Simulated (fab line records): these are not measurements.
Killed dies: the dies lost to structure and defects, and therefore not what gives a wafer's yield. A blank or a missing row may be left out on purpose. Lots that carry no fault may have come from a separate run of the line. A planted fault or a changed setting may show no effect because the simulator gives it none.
fab line records / flow sky130
[record] lots = 12 wafers = 36 last-day = 50
route steps=708 shown METAL3@534 CAPM@541 VIA3@589 METAL4@601
lots that met no fault: taken from a fault-free run of the same line
start-h: the number of hours between the record's first day and the start of the first shown wafer of the lot / wait-h: time in hours since the lot's previous step / " as in the row above / L1.1+2: a row that stands for several wafers / - no value, or no start given / * or withheld: withheld / < > ~ a bound
route shown NAME@n: names a module that has steps shown in the file, with the first one's number in the route / usual: mean/standard deviation of fault-free wafers / same: alike in all rows / chamber/n: place in a boat / sites: each site's reading / _std_site: how widely they spread, as a standard deviation / _edge_site: inner sites' mean taken away from outer sites' mean / radius-mm: for every site, how far away it sits from the centre of the wafer / mask NAME#n: copy n / behind: the last tool/chamber to shape the wafer / hold: what put the lot on hold/how long, in hours/how the hold closed / device: the n, p or np transistor that did not switch / end of line: tests of these same wafers at the route's end / where a step has no rows: the recipe by itself / killed: the dies lost at the first sort to structure and to defects; this is not the yield of the wafer / map: per-die view of a wafer (x killed, . not killed, _ where there is no die)
set.NAME: the setting as run; set.NAME@STEP: as run at that earlier step / model.NAME: the simulator's own value behind a step, which no gauge read
a sample of lots followed through the steps of the route, with each step as a table and each wafer as a row
services: a tool's chamber out of use, with start hour (start-h, from the record's first day; less than 0 if before it), hours out, and reason
[[steps]]
[step SKY_METAL3_SPUTTER_02]
[recipe] material = AlCu target-thk-nm = 735 power-w = 10600 time-s = 39.1 chamber-pressure-pa = 0.4
[usual] chamber-pressure-pa = 0.4001/0.00079 throttle-valve-pct = 29.7/0.9
lot.wafer=L566.1 tool=pvd-sputter-03 chamber=- start-h=865.57 wait-h=0.0 chamber-pressure-pa=0.3983 throttle-valve-pct=29.9
lot.wafer=L566.4 tool=pvd-sputter-03 chamber=- start-h=865.57 wait-h=0.0 chamber-pressure-pa=0.3990 throttle-valve-pct=29.2
lot.wafer=L566.5 tool=pvd-sputter-03 chamber=- start-h=865.57 wait-h=0.0 chamber-pressure-pa=0.3997 throttle-valve-pct=29.0
lot.wafer=L569.1 tool=pvd-sputter-03 chamber=- start-h=877.00 wait-h=0.0 chamber-pressure-pa=0.3996 throttle-valve-pct=29.7
lot.wafer=L569.3 tool=pvd-sputter-03 chamber=- start-h=877.00 wait-h=0.0 chamber-pressure-pa=0.4004 throttle-valve-pct=29.1
lot.wafer=L569.4 tool=pvd-sputter-03 chamber=- start-h=877.00 wait-h=0.0 chamber-pressure-pa=0.4004 throttle-valve-pct=29.1
lot.wafer=L570.2 tool=pvd-sputter-03 chamber=- start-h=889.51 wait-h=0.0 chamber-pressure-pa=0.4014 throttle-valve-pct=29.8
lot.wafer=L570.3 tool=pvd-sputter-03 chamber=- start-h=889.51 wait-h=0.0 chamber-pressure-pa=0.3988 throttle-valve-pct=28.9
lot.wafer=L570.5 tool=pvd-sputter-03 chamber=- start-h=889.51 wait-h=0.0 chamber-pressure-pa=0.3999 throttle-valve-pct=29.0
lot.wafer=L571.2 tool=pvd-sputter-01 chamber=- start-h=892.56 wait-h=0.0 chamber-pressure-pa=0.3999 throttle-valve-pct=30.3
lot.wafer=L571.3 tool=pvd-sputter-01 chamber=- start-h=892.56 wait-h=0.0 chamber-pressure-pa=0.4005 throttle-valve-pct=30.1
lot.wafer=L571.6 tool=pvd-sputter-01 chamber=- start-h=892.56 wait-h=0.0 chamber-pressure-pa=0.3993 throttle-valve-pct=30.3
lot.wafer=L572.1 tool=pvd-sputter-01 chamber=- start-h=900.56 wait-h=0.0 chamber-pressure-pa=0.3993 throttle-valve-pct=30.2
lot.wafer=L572.2 tool=pvd-sputter-01 chamber=- start-h=900.56 wait-h=0.0 chamber-pressure-pa=0.3993 throttle-valve-pct=30.2
lot.wafer=L572.4 tool=pvd-sputter-01 chamber=- start-h=900.56 wait-h=0.0 chamber-pressure-pa=0.3996 throttle-valve-pct=28.6
lot.wafer=L574.2 tool=pvd-sputter-02 chamber=- start-h=914.71 wait-h=0.0 chamber-pressure-pa=0.3997 throttle-valve-pct=30.3
lot.wafer=L574.4 tool=pvd-sputter-02 chamber=- start-h=914.71 wait-h=0.0 chamber-pressure-pa=0.3996 throttle-valve-pct=28.3
lot.wafer=L574.6 tool=pvd-sputter-02 chamber=- start-h=914.71 wait-h=0.0 chamber-pressure-pa=0.3995 throttle-valve-pct=28.3
lot.wafer=L578.1 tool=pvd-sputter-02 chamber=- start-h=947.43 wait-h=0.0 chamber-pressure-pa=0.4016 throttle-valve-pct=30.2
lot.wafer=L578.3 tool=pvd-sputter-02 chamber=- start-h=947.43 wait-h=0.0 chamber-pressure-pa=0.3995 throttle-valve-pct=31.7
lot.wafer=L578.5 tool=pvd-sputter-02 chamber=- start-h=947.43 wait-h=0.0 chamber-pressure-pa=0.3988 throttle-valve-pct=28.5
lot.wafer=L579.2 tool=pvd-sputter-02 chamber=- start-h=956.89 wait-h=0.0 chamber-pressure-pa=0.3979 throttle-valve-pct=30.1
lot.wafer=L579.3 tool=pvd-sputter-02 chamber=- start-h=956.89 wait-h=0.0 chamber-pressure-pa=0.4003 throttle-valve-pct=28.3
lot.wafer=L579.4 tool=pvd-sputter-02 chamber=- start-h=956.89 wait-h=0.0 chamber-pressure-pa=0.3993 throttle-valve-pct=31.6
lot.wafer=L581.1 tool=pvd-sputter-03 chamber=- start-h=965.17 wait-h=0.0 chamber-pressure-pa=0.4002 throttle-valve-pct=29.6
lot.wafer=L581.4 tool=pvd-sputter-03 chamber=- start-h=965.17 wait-h=0.0 chamber-pressure-pa=0.4004 throttle-valve-pct=29.2
lot.wafer=L581.6 tool=pvd-sputter-03 chamber=- start-h=965.17 wait-h=0.0 chamber-pressure-pa=0.3999 throttle-valve-pct=29.2
lot.wafer=L582.1 tool=pvd-sputter-02 chamber=- start-h=971.51 wait-h=0.0 chamber-pressure-pa=0.4007 throttle-valve-pct=28.5
lot.wafer=L582.2 tool=pvd-sputter-02 chamber=- start-h=971.51 wait-h=0.0 chamber-pressure-pa=0.4008 throttle-valve-pct=30.5
lot.wafer=L582.6 tool=pvd-sputter-02 chamber=- start-h=971.51 wait-h=0.0 chamber-pressure-pa=0.3995 throttle-valve-pct=28.5
lot.wafer=L586.4 tool=pvd-sputter-01 chamber=- start-h=996.73 wait-h=0.0 chamber-pressure-pa=0.3993 throttle-valve-pct=30.6
lot.wafer=L586.5 tool=pvd-sputter-01 chamber=- start-h=996.73 wait-h=0.0 chamber-pressure-pa=0.3995 throttle-valve-pct=30.3
lot.wafer=L586.6 tool=pvd-sputter-01 chamber=- start-h=996.73 wait-h=0.0 chamber-pressure-pa=0.4010 throttle-valve-pct=30.3
lot.wafer=L587.1 tool=pvd-sputter-02 chamber=- start-h=1001.43 wait-h=0.0 chamber-pressure-pa=0.4000 throttle-valve-pct=30.6
lot.wafer=L587.3 tool=pvd-sputter-02 chamber=- start-h=1001.43 wait-h=0.0 chamber-pressure-pa=0.4007 throttle-valve-pct=31.3
lot.wafer=L587.4 tool=pvd-sputter-02 chamber=- start-h=1001.43 wait-h=0.0 chamber-pressure-pa=0.4008 throttle-valve-pct=31.5
[step SKY_CAPM_THK_MEAS_04]
[recipe] thk-meas-gauge = xrf reads = TiN_of_CAPM_SPUTTER_02
[usual] CAPM_TIN_THK = 203.6/2.1
lot.wafer=L566.1 tool=film-metro-02 chamber=- start-h=865.98 wait-h=0.1 CAPM_TIN_THK[nm]=203.6
lot.wafer=L566.4 tool=film-metro-02 chamber=- start-h=865.98 wait-h=0.1 CAPM_TIN_THK[nm]=203.9
lot.wafer=L566.5 tool=film-metro-02 chamber=- start-h=865.98 wait-h=0.1 CAPM_TIN_THK[nm]=202.4
lot.wafer=L569.1 tool=film-metro-04 chamber=- start-h=877.42 wait-h=0.1 CAPM_TIN_THK[nm]=197.8
lot.wafer=L569.3 tool=film-metro-04 chamber=- start-h=877.42 wait-h=0.1 CAPM_TIN_THK[nm]=200.4
lot.wafer=L569.4 tool=film-metro-04 chamber=- start-h=877.42 wait-h=0.1 CAPM_TIN_THK[nm]=199.1
lot.wafer=L570.2 tool=film-metro-03 chamber=- start-h=889.94 wait-h=0.1 CAPM_TIN_THK[nm]=205.8
lot.wafer=L570.3 tool=film-metro-03 chamber=- start-h=889.94 wait-h=0.1 CAPM_TIN_THK[nm]=206.0
lot.wafer=L570.5 tool=film-metro-03 chamber=- start-h=889.94 wait-h=0.1 CAPM_TIN_THK[nm]=207.3
lot.wafer=L571.2 tool=film-metro-04 chamber=- start-h=892.99 wait-h=0.1 CAPM_TIN_THK[nm]=201.2
lot.wafer=L571.3 tool=film-metro-04 chamber=- start-h=892.99 wait-h=0.1 CAPM_TIN_THK[nm]=203.1
lot.wafer=L571.6 tool=film-metro-04 chamber=- start-h=892.99 wait-h=0.1 CAPM_TIN_THK[nm]=201.0
lot.wafer=L572.1 tool=film-metro-02 chamber=- start-h=900.97 wait-h=0.1 CAPM_TIN_THK[nm]=199.7
lot.wafer=L572.2 tool=film-metro-02 chamber=- start-h=900.97 wait-h=0.1 CAPM_TIN_THK[nm]=202.7
lot.wafer=L572.4 tool=film-metro-02 chamber=- start-h=900.97 wait-h=0.1 CAPM_TIN_THK[nm]=200.6
lot.wafer=L574.2 tool=film-metro-03 chamber=- start-h=915.13 wait-h=0.1 CAPM_TIN_THK[nm]=203.8
lot.wafer=L574.4 tool=film-metro-03 chamber=- start-h=915.13 wait-h=0.1 CAPM_TIN_THK[nm]=203.9
lot.wafer=L574.6 tool=film-metro-03 chamber=- start-h=915.13 wait-h=0.1 CAPM_TIN_THK[nm]=207.5
lot.wafer=L578.1 tool=film-metro-02 chamber=- start-h=947.85 wait-h=0.1 CAPM_TIN_THK[nm]=201.1
lot.wafer=L578.3 tool=film-metro-02 chamber=- start-h=947.85 wait-h=0.1 CAPM_TIN_THK[nm]=201.7
lot.wafer=L578.5 tool=film-metro-02 chamber=- start-h=947.85 wait-h=0.1 CAPM_TIN_THK[nm]=204.0
lot.wafer=L579.2 tool=film-metro-04 chamber=- start-h=957.31 wait-h=0.1 CAPM_TIN_THK[nm]=199.9
lot.wafer=L579.3 tool=film-metro-04 chamber=- start-h=957.31 wait-h=0.1 CAPM_TIN_THK[nm]=203.7
lot.wafer=L579.4 tool=film-metro-04 chamber=- start-h=957.31 wait-h=0.1 CAPM_TIN_THK[nm]=201.8
lot.wafer=L581.1 tool=film-metro-03 chamber=- start-h=965.58 wait-h=0.1 CAPM_TIN_THK[nm]=202.2
lot.wafer=L581.4 tool=film-metro-03 chamber=- start-h=965.58 wait-h=0.1 CAPM_TIN_THK[nm]=204.2
lot.wafer=L581.6 tool=film-metro-03 chamber=- start-h=965.58 wait-h=0.1 CAPM_TIN_THK[nm]=202.7
lot.wafer=L582.1 tool=film-metro-03 chamber=- start-h=971.93 wait-h=0.1 CAPM_TIN_THK[nm]=204.3
lot.wafer=L582.2 tool=film-metro-03 chamber=- start-h=971.93 wait-h=0.1 CAPM_TIN_THK[nm]=204.7
lot.wafer=L582.6 tool=film-metro-03 chamber=- start-h=971.93 wait-h=0.1 CAPM_TIN_THK[nm]=206.0
lot.wafer=L586.4 tool=film-metro-04 chamber=- start-h=997.18 wait-h=0.1 CAPM_TIN_THK[nm]=206.9
lot.wafer=L586.5 tool=film-metro-04 chamber=- start-h=997.18 wait-h=0.1 CAPM_TIN_THK[nm]=206.6
lot.wafer=L586.6 tool=film-metro-04 chamber=- start-h=997.18 wait-h=0.1 CAPM_TIN_THK[nm]=205.2
lot.wafer=L587.1 tool=film-metro-03 chamber=- start-h=1001.84 wait-h=0.1 CAPM_TIN_THK[nm]=203.7
lot.wafer=L587.3 tool=film-metro-03 chamber=- start-h=1001.84 wait-h=0.1 CAPM_TIN_THK[nm]=206.3
lot.wafer=L587.4 tool=film-metro-03 chamber=- start-h=1001.84 wait-h=0.1 CAPM_TIN_THK[nm]=204.1
[step SKY_VIA3_STRIP_16]
[recipe] chemistry = O2/N2 power-w = 1400 pressure-mtorr = 1500 platen-temp-c = withheld o2-flow-sccm = 3000 n2-flow-sccm = 300 overash-fraction = 0.5
[usual] drypump-motor-current-A = 6.2/0.34 oes-product-au = 0.403/0.0047 strip-time-to-endpoint-s = 4.14/0.03
lot.wafer=L566.1 tool=plasma-asher-04 chamber=0 start-h=944.18 wait-h=0.0 drypump-motor-current-A=6.6 oes-product-au=0.401 rf-hours-counter-h=20 strip-time-to-endpoint-s=4.18
lot.wafer=L566.4 tool=plasma-asher-04 chamber=0 start-h=944.18 wait-h=0.0 drypump-motor-current-A=6.6 oes-product-au=0.406 rf-hours-counter-h=- strip-time-to-endpoint-s=4.18
lot.wafer=L566.5 tool=plasma-asher-04 chamber=1 start-h=944.18 wait-h=0.0 drypump-motor-current-A=5.8 oes-product-au=0.407 rf-hours-counter-h=- strip-time-to-endpoint-s=4.14
lot.wafer=L569.1 tool=plasma-asher-01 chamber=1 start-h=954.63 wait-h=0.0 drypump-motor-current-A=5.8 oes-product-au=0.401 rf-hours-counter-h=84 strip-time-to-endpoint-s=4.20
lot.wafer=L569.3 tool=plasma-asher-01 chamber=1 start-h=954.63 wait-h=0.0 drypump-motor-current-A=5.8 oes-product-au=0.395 rf-hours-counter-h=- strip-time-to-endpoint-s=4.09
lot.wafer=L569.4 tool=plasma-asher-01 chamber=0 start-h=954.63 wait-h=0.0 drypump-motor-current-A=6.7 oes-product-au=0.404 rf-hours-counter-h=- strip-time-to-endpoint-s=4.11
lot.wafer=L570.2 tool=plasma-asher-04 chamber=0 start-h=966.16 wait-h=0.0 drypump-motor-current-A=6.6 oes-product-au=0.401 rf-hours-counter-h=22 strip-time-to-endpoint-s=4.10
lot.wafer=L570.3 tool=plasma-asher-04 chamber=0 start-h=966.16 wait-h=0.0 drypump-motor-current-A=6.6 oes-product-au=0.402 rf-hours-counter-h=- strip-time-to-endpoint-s=4.13
lot.wafer=L570.5 tool=plasma-asher-04 chamber=1 start-h=966.16 wait-h=0.0 drypump-motor-current-A=5.8 oes-product-au=0.404 rf-hours-counter-h=- strip-time-to-endpoint-s=4.10
lot.wafer=L571.2 tool=plasma-asher-04 chamber=0 start-h=969.50 wait-h=0.0 drypump-motor-current-A=6.6 oes-product-au=0.409 rf-hours-counter-h=22 strip-time-to-endpoint-s=4.14
lot.wafer=L571.3 tool=plasma-asher-04 chamber=0 start-h=969.50 wait-h=0.0 drypump-motor-current-A=6.6 oes-product-au=0.405 rf-hours-counter-h=- strip-time-to-endpoint-s=4.12
lot.wafer=L571.6 tool=plasma-asher-04 chamber=1 start-h=969.50 wait-h=0.0 drypump-motor-current-A=5.8 oes-product-au=0.403 rf-hours-counter-h=- strip-time-to-endpoint-s=4.15
lot.wafer=L572.1 tool=plasma-asher-03 chamber=1 start-h=975.96 wait-h=0.0 drypump-motor-current-A=6.2 oes-product-au=0.405 rf-hours-counter-h=55 strip-time-to-endpoint-s=4.14
lot.wafer=L572.2 tool=plasma-asher-03 chamber=0 start-h=975.96 wait-h=0.0 drypump-motor-current-A=6.0 oes-product-au=0.395 rf-hours-counter-h=55 strip-time-to-endpoint-s=4.06
lot.wafer=L572.4 tool=plasma-asher-03 chamber=1 start-h=975.96 wait-h=0.0 drypump-motor-current-A=6.2 oes-product-au=0.402 rf-hours-counter-h=- strip-time-to-endpoint-s=4.14
lot.wafer=L574.2 tool=plasma-asher-03 chamber=1 start-h=990.71 wait-h=0.0 drypump-motor-current-A=6.2 oes-product-au=0.396 rf-hours-counter-h=56 strip-time-to-endpoint-s=4.14
lot.wafer=L574.4 tool=plasma-asher-03 chamber=0 start-h=990.71 wait-h=0.0 drypump-motor-current-A=5.9 oes-product-au=0.405 rf-hours-counter-h=- strip-time-to-endpoint-s=4.17
lot.wafer=L574.6 tool=plasma-asher-03 chamber=1 start-h=990.71 wait-h=0.0 drypump-motor-current-A=6.2 oes-product-au=0.400 rf-hours-counter-h=- strip-time-to-endpoint-s=4.15
lot.wafer=L578.1 tool=plasma-asher-03 chamber=1 start-h=1020.78 wait-h=0.0 drypump-motor-current-A=6.2 oes-product-au=0.412 rf-hours-counter-h=59 strip-time-to-endpoint-s=4.17
lot.wafer=L578.3 tool=plasma-asher-03 chamber=1 start-h=1020.78 wait-h=0.0 drypump-motor-current-A=6.2 oes-product-au=0.401 rf-hours-counter-h=- strip-time-to-endpoint-s=4.17
lot.wafer=L578.5 tool=plasma-asher-03 chamber=0 start-h=1020.78 wait-h=0.0 drypump-motor-current-A=5.9 oes-product-au=0.409 rf-hours-counter-h=- strip-time-to-endpoint-s=4.15
lot.wafer=L579.2 tool=plasma-asher-03 chamber=0 start-h=1029.96 wait-h=0.0 drypump-motor-current-A=5.9 oes-product-au=0.403 rf-hours-counter-h=60 strip-time-to-endpoint-s=4.18
lot.wafer=L579.3 tool=plasma-asher-03 chamber=1 start-h=1029.96 wait-h=0.0 drypump-motor-current-A=6.2 oes-product-au=0.401 rf-hours-counter-h=- strip-time-to-endpoint-s=4.15
lot.wafer=L579.4 tool=plasma-asher-03 chamber=0 start-h=1029.96 wait-h=0.0 drypump-motor-current-A=5.9 oes-product-au=0.399 rf-hours-counter-h=- strip-time-to-endpoint-s=4.17
lot.wafer=L581.1 tool=plasma-asher-03 chamber=1 start-h=1038.61 wait-h=0.0 drypump-motor-current-A=6.2 oes-product-au=0.397 rf-hours-counter-h=61 strip-time-to-endpoint-s=4.09
lot.wafer=L581.4 tool=plasma-asher-03 chamber=0 start-h=1038.61 wait-h=0.0 drypump-motor-current-A=5.9 oes-product-au=0.401 rf-hours-counter-h=- strip-time-to-endpoint-s=4.15
lot.wafer=L581.6 tool=plasma-asher-03 chamber=0 start-h=1038.61 wait-h=0.0 drypump-motor-current-A=5.9 oes-product-au=0.396 rf-hours-counter-h=- strip-time-to-endpoint-s=4.08
lot.wafer=L582.1 tool=plasma-asher-04 chamber=1 start-h=1044.03 wait-h=0.0 drypump-motor-current-A=5.8 oes-product-au=0.409 rf-hours-counter-h=30 strip-time-to-endpoint-s=4.16
lot.wafer=L582.2 tool=plasma-asher-04 chamber=0 start-h=1044.03 wait-h=0.0 drypump-motor-current-A=6.6 oes-product-au=0.400 rf-hours-counter-h=30 strip-time-to-endpoint-s=4.13
lot.wafer=L582.6 tool=plasma-asher-04 chamber=0 start-h=1044.03 wait-h=0.0 drypump-motor-current-A=6.6 oes-product-au=0.407 rf-hours-counter-h=- strip-time-to-endpoint-s=4.19
lot.wafer=L586.4 tool=plasma-asher-01 chamber=1 start-h=1068.53 wait-h=0.1 drypump-motor-current-A=5.8 oes-product-au=0.407 rf-hours-counter-h=- strip-time-to-endpoint-s=4.17
lot.wafer=L586.5 tool=plasma-asher-01 chamber=0 start-h=1068.53 wait-h=0.1 drypump-motor-current-A=6.6 oes-product-au=0.410 rf-hours-counter-h=- strip-time-to-endpoint-s=4.16
lot.wafer=L586.6 tool=plasma-asher-01 chamber=1 start-h=1068.53 wait-h=0.1 drypump-motor-current-A=5.8 oes-product-au=0.404 rf-hours-counter-h=- strip-time-to-endpoint-s=4.11
lot.wafer=L587.1 tool=plasma-asher-04 chamber=0 start-h=1073.33 wait-h=0.0 drypump-motor-current-A=6.6 oes-product-au=0.402 rf-hours-counter-h=33 strip-time-to-endpoint-s=4.14
lot.wafer=L587.3 tool=plasma-asher-04 chamber=0 start-h=1073.33 wait-h=0.0 drypump-motor-current-A=6.6 oes-product-au=0.405 rf-hours-counter-h=- strip-time-to-endpoint-s=4.18
lot.wafer=L587.4 tool=plasma-asher-04 chamber=1 start-h=1073.33 wait-h=0.0 drypump-motor-current-A=5.8 oes-product-au=0.408 rf-hours-counter-h=- strip-time-to-endpoint-s=4.11
[step SKY_METAL4_SPUTTER_03]
[recipe] material = Ti target-thk-nm = 5 power-w = 3000 time-s = 3.3 chamber-pressure-pa = 0.4
[usual] chamber-pressure-pa = 0.3999/0.00083 throttle-valve-pct = 29.8/0.94
lot.wafer=L566.1 tool=pvd-sputter-03 chamber=- start-h=945.53 wait-h=0.0 chamber-pressure-pa=0.3998 throttle-valve-pct=29.0
lot.wafer=L566.4 tool=pvd-sputter-03 chamber=- start-h=945.53 wait-h=0.0 chamber-pressure-pa=0.3994 throttle-valve-pct=29.0
lot.wafer=L566.5 tool=pvd-sputter-03 chamber=- start-h=945.53 wait-h=0.0 chamber-pressure-pa=0.3997 throttle-valve-pct=29.3
lot.wafer=L569.1 tool=pvd-sputter-03 chamber=- start-h=955.99 wait-h=0.0 chamber-pressure-pa=0.4001 throttle-valve-pct=29.9
lot.wafer=L569.3 tool=pvd-sputter-03 chamber=- start-h=955.99 wait-h=0.0 chamber-pressure-pa=0.4011 throttle-valve-pct=29.3
lot.wafer=L569.4 tool=pvd-sputter-03 chamber=- start-h=955.99 wait-h=0.0 chamber-pressure-pa=0.3990 throttle-valve-pct=29.0
lot.wafer=L570.2 tool=pvd-sputter-03 chamber=- start-h=967.50 wait-h=0.0 chamber-pressure-pa=0.3991 throttle-valve-pct=29.1
lot.wafer=L570.3 tool=pvd-sputter-03 chamber=- start-h=967.50 wait-h=0.0 chamber-pressure-pa=0.3980 throttle-valve-pct=29.8
lot.wafer=L570.5 tool=pvd-sputter-03 chamber=- start-h=967.50 wait-h=0.0 chamber-pressure-pa=0.4007 throttle-valve-pct=29.1
lot.wafer=L571.2 tool=pvd-sputter-02 chamber=- start-h=970.84 wait-h=0.0 chamber-pressure-pa=0.3991 throttle-valve-pct=30.1
lot.wafer=L571.3 tool=pvd-sputter-02 chamber=- start-h=970.84 wait-h=0.0 chamber-pressure-pa=0.4008 throttle-valve-pct=28.5
lot.wafer=L571.6 tool=pvd-sputter-02 chamber=- start-h=970.84 wait-h=0.0 chamber-pressure-pa=0.3983 throttle-valve-pct=30.1
lot.wafer=L572.1 tool=pvd-sputter-03 chamber=- start-h=977.30 wait-h=0.0 chamber-pressure-pa=0.4000 throttle-valve-pct=29.4
lot.wafer=L572.2 tool=pvd-sputter-03 chamber=- start-h=977.30 wait-h=0.0 chamber-pressure-pa=0.3995 throttle-valve-pct=29.2
lot.wafer=L572.4 tool=pvd-sputter-03 chamber=- start-h=977.30 wait-h=0.0 chamber-pressure-pa=0.4008 throttle-valve-pct=29.8
lot.wafer=L574.2 tool=pvd-sputter-02 chamber=- start-h=992.10 wait-h=0.0 chamber-pressure-pa=0.3998 throttle-valve-pct=30.2
lot.wafer=L574.4 tool=pvd-sputter-02 chamber=- start-h=992.10 wait-h=0.0 chamber-pressure-pa=0.3994 throttle-valve-pct=30.7
lot.wafer=L574.6 tool=pvd-sputter-02 chamber=- start-h=992.10 wait-h=0.0 chamber-pressure-pa=0.3984 throttle-valve-pct=28.5
lot.wafer=L578.1 tool=pvd-sputter-03 chamber=- start-h=1022.13 wait-h=0.0 chamber-pressure-pa=0.3995 throttle-valve-pct=29.2
lot.wafer=L578.3 tool=pvd-sputter-03 chamber=- start-h=1022.13 wait-h=0.0 chamber-pressure-pa=0.3984 throttle-valve-pct=28.8
lot.wafer=L578.5 tool=pvd-sputter-03 chamber=- start-h=1022.13 wait-h=0.0 chamber-pressure-pa=0.3984 throttle-valve-pct=29.2
lot.wafer=L579.2 tool=pvd-sputter-02 chamber=- start-h=1031.44 wait-h=0.0 chamber-pressure-pa=0.2859 throttle-valve-pct=36.1
lot.wafer=L579.3 tool=pvd-sputter-02 chamber=- start-h=1031.44 wait-h=0.0 chamber-pressure-pa=0.2886 throttle-valve-pct=37.2
lot.wafer=L579.4 tool=pvd-sputter-02 chamber=- start-h=1031.44 wait-h=0.0 chamber-pressure-pa=0.2883 throttle-valve-pct=33.6
lot.wafer=L581.1 tool=pvd-sputter-02 chamber=- start-h=1043.15 wait-h=0.0 chamber-pressure-pa=0.2867 throttle-valve-pct=37.3
lot.wafer=L581.4 tool=pvd-sputter-02 chamber=- start-h=1043.15 wait-h=0.0 chamber-pressure-pa=0.2878 throttle-valve-pct=33.6
lot.wafer=L581.6 tool=pvd-sputter-02 chamber=- start-h=1043.15 wait-h=0.0 chamber-pressure-pa=0.2868 throttle-valve-pct=33.5
lot.wafer=L582.1 tool=pvd-sputter-03 chamber=- start-h=1045.85 wait-h=0.0 chamber-pressure-pa=0.3996 throttle-valve-pct=29.5
lot.wafer=L582.2 tool=pvd-sputter-03 chamber=- start-h=1045.85 wait-h=0.0 chamber-pressure-pa=0.4003 throttle-valve-pct=29.3
lot.wafer=L582.6 tool=pvd-sputter-03 chamber=- start-h=1045.85 wait-h=0.0 chamber-pressure-pa=0.3997 throttle-valve-pct=28.8
lot.wafer=L586.4 tool=pvd-sputter-03 chamber=- start-h=1070.98 wait-h=0.0 chamber-pressure-pa=0.4009 throttle-valve-pct=29.0
lot.wafer=L586.5 tool=pvd-sputter-03 chamber=- start-h=1070.98 wait-h=0.0 chamber-pressure-pa=0.4000 throttle-valve-pct=29.6
lot.wafer=L586.6 tool=pvd-sputter-03 chamber=- start-h=1070.98 wait-h=0.0 chamber-pressure-pa=0.3984 throttle-valve-pct=29.3
lot.wafer=L587.1 tool=pvd-sputter-04 chamber=- start-h=1074.68 wait-h=0.0 chamber-pressure-pa=0.3999 throttle-valve-pct=30.7
lot.wafer=L587.3 tool=pvd-sputter-04 chamber=- start-h=1074.68 wait-h=0.0 chamber-pressure-pa=0.4003 throttle-valve-pct=30.0
lot.wafer=L587.4 tool=pvd-sputter-04 chamber=- start-h=1074.68 wait-h=0.0 chamber-pressure-pa=0.4005 throttle-valve-pct=31.1
[[services]]
tool=plasma-asher-04 chamber=- start-h=843.39 hours=2.7 kind=repair
tool=pvd-sputter-01 chamber=- start-h=850.02 hours=2.4 kind=repair
tool=pvd-sputter-04 chamber=- start-h=932.38 hours=1.5 kind=repair
tool=pvd-sputter-04 chamber=- start-h=941.53 hours=4.7 kind=repair
tool=pvd-sputter-01 chamber=- start-h=947.22 hours=5.7 kind=repair
tool=plasma-asher-01 chamber=- start-h=1015.86 hours=9.2 kind=repair
tool=pvd-sputter-02 chamber=- start-h=1020.43 hours=8.2 kind=repair
tool=plasma-asher-01 chamber=- start-h=1028.03 hours=6.2 kind=repair
tool=plasma-asher-03 chamber=- start-h=1072.20 hours=14.6 kind=pm
[[key]]
[first-sign] step = SKY_METAL4_SPUTTER_03 reading = chamber-pressure-pa direction = down sigmas = 99+ usual = 0.3999 struck = 0.2874
[effect] step = SKY_METAL4_SPUTTER_03 reading = throttle-valve-pct direction = up sigmas = 5.8 usual = 29.8 struck = 35.2
met-at SKY_METAL4_SPUTTER_03
struck-lots L579,L581
not-acting-at SKY_METAL3_SPUTTER_02,SKY_CAPM_THK_MEAS_04,SKY_VIA3_STRIP_16
onset-between 992.10 1031.44
[fault] kind = process-parameter-drift tool = pvd-sputter-02 chamber = - onset-h = 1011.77 steps = SKY_METAL4_SPUTTER_03 channel = chamber-pressure-pa offset = -0.11227 shape = step end-h = 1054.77 acts-in = these-recipes-only stated = 0.4
